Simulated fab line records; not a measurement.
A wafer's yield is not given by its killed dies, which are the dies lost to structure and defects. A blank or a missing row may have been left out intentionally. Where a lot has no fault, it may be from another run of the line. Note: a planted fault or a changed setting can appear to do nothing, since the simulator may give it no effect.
Matching of chambers || flow sky130 || SKY_CONTACT_ETCH_16 on rie_diel-01 has 4 sister chambers
The step etches BARC in N2/H2, stops on SiO2, time 45.9 s, target depth 60 nm. 7 wafers are shown with their chamber, then 7 later ones without.

== EACH WAFER AND ITS CHAMBER ==
{"wafer": "L077.1", "chamber": 1, "drypump_motor_current_A (A)": 5.1, "throttle_valve_pct (%)": 13.206}
{"wafer": "L084.6", "chamber": 1, "drypump_motor_current_A (A)": 5.1, "throttle_valve_pct (%)": 13.215}
{"wafer": "L087.2", "chamber": 0, "drypump_motor_current_A (A)": 5.8, "throttle_valve_pct (%)": 13.223}
{"wafer": "L087.3", "chamber": 2, "drypump_motor_current_A (A)": 5.2, "throttle_valve_pct (%)": 13.221}
{"wafer": "L087.6", "chamber": 3, "drypump_motor_current_A (A)": 6.7, "throttle_valve_pct (%)": 13.222}
{"wafer": "L088.1", "chamber": 3, "drypump_motor_current_A (A)": 6.6, "throttle_valve_pct (%)": 13.229}
{"wafer": "L088.2", "chamber": 2, "drypump_motor_current_A (A)": 5.2, "throttle_valve_pct (%)": 13.225}

== WAFERS MISSING THEIR CHAMBER ==
{"wafer": "L088.5", "drypump_motor_current_A (A)": 5.2, "throttle_valve_pct (%)": 13.211}
{"wafer": "L092.3", "drypump_motor_current_A (A)": 5.8, "throttle_valve_pct (%)": 13.230}
{"wafer": "L092.4", "drypump_motor_current_A (A)": 5.2, "throttle_valve_pct (%)": 13.227}
{"wafer": "L092.5", "drypump_motor_current_A (A)": 5.3, "throttle_valve_pct (%)": 13.221}
{"wafer": "L097.1", "drypump_motor_current_A (A)": 5.8, "throttle_valve_pct (%)": 13.228}
{"wafer": "L097.4", "drypump_motor_current_A (A)": 5.1, "throttle_valve_pct (%)": 13.240}
{"wafer": "L097.5", "drypump_motor_current_A (A)": 6.7, "throttle_valve_pct (%)": 13.217}

== WHICH CHAMBER EACH ONE RAN IN ==
{"wafer": "L088.5", "from the rows above": "can't be placed: 2 or 1", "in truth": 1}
{"wafer": "L092.3", "from the rows above": 0, "in truth": 0}
{"wafer": "L092.4", "from the rows above": 2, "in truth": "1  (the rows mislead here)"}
{"wafer": "L092.5", "from the rows above": 2, "in truth": 2}
{"wafer": "L097.1", "from the rows above": 0, "in truth": 0}
{"wafer": "L097.4", "from the rows above": "can't be placed: 2 or 1", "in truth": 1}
{"wafer": "L097.5", "from the rows above": 3, "in truth": 3}
Correct placement for 4 of the 7. Unplaceable from these rows: 2, with the true chamber sitting among the candidates in 2. Placed wrongly: 1.
How it was worked out, from the rows above alone: a wafer's distance from a chamber is the root of the sum, over the readings, of the square of ((its reading less the chamber's mean) divided by the reading's scatter). The wafer belongs to the nearest chamber; if the next one is less than 2 further off, it can't be placed. For every chamber, the mean is computed from those of its wafers that are shown. How the scatter is found: for the shown wafers, subtract from each reading the mean of its chamber, square and add these, divide the total by (wafers less chambers), then take the root.
